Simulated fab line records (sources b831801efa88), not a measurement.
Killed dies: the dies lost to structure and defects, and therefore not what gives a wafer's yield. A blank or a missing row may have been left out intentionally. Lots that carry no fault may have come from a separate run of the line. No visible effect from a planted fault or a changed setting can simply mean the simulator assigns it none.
Code-filled problem report in 8D (eight disciplines) form :: flow gf180mcu :: the parts of the form that need people (team, actions taken, sign-off) are left out

1. PROBLEM STATEMENT
At GF_HV_LDD_IMPLANT_34, faradayCurrentUA averages 47.0 over 6 wafers from 2 lots, while fault-free wafers read 42.4, standard deviation 0.82. Measured from the usual mean, that is +5.6 standard deviations.
The first sign was on wafer L401.2 at day 16 01:55, on implanter-03. The record holds 18 wafers of 6 lots with a number at this step. Rule for "out" (also "out of limits"): further than 4 standard deviations from the usual mean. The other wafers with a number count as sound.

2. WHAT THIS IS AND IS NOT
question: which readings at this step
is: faradayCurrentUA
is not: rotationDeg

question: which lots
is: L401, L403
is not: L390, L407, L409, L411

question: which wafers of those lots
is: all that have a number
is not: -

question: read on which tools
is: implanter-03
is not: implanter-01

question: when
is: from day 16 01:55
is not: up to then (3 sound wafers); but 9 sound wafers of L407, L409, L411 came after

3. SUSPECTS, AND WHAT RULES EACH OUT
Counting: a tool at a process step up to the reading stays a suspect if it ran every lot that is out and no sound lot after the first of them.
- implanter-03 at GF_HV_LDD_IMPLANT_34: ruled out as a lasting fault. Following L401 (day 16 01:55), the first lot on it that is out, the sound lots L411 were run on it.
Left after counting: nothing in the record.

4. THE CAUSE (what the simulator had put in)
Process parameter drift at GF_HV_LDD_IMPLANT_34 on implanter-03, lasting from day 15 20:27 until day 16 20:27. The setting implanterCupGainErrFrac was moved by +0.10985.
Counting ruled it out, wrongly.

5. THE EFFECT CHAIN, in route order
One row per reading whose mean, taken over the struck wafers that have a number, lies over 3 standard deviations from the usual. Scope: only readings with a usual standard deviation given in the record; hours: median across lots of the time from each lot's start at the first step in this table that gives one to its start at this step; sigmas: change in usual standard deviations.
hours: 0
step: GF_HV_LDD_IMPLANT_34
reading: beamOnS
usual: 9.97 s
on struck wafers: 9.00
change: -0.97
sigmas: -4.9

hours: 0
step: GF_HV_LDD_IMPLANT_34
reading: faradayCurrentUA
usual: 42.4
on struck wafers: 47.0
change: +4.6
sigmas: +5.6
Its process steps:
- GF_HV_LDD_IMPLANT_34

6. WHAT WOULD HAVE CAUGHT IT SOONER
In this record the first reading out of limits was taken at day 16 01:55, 5 hours after the fault began at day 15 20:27.
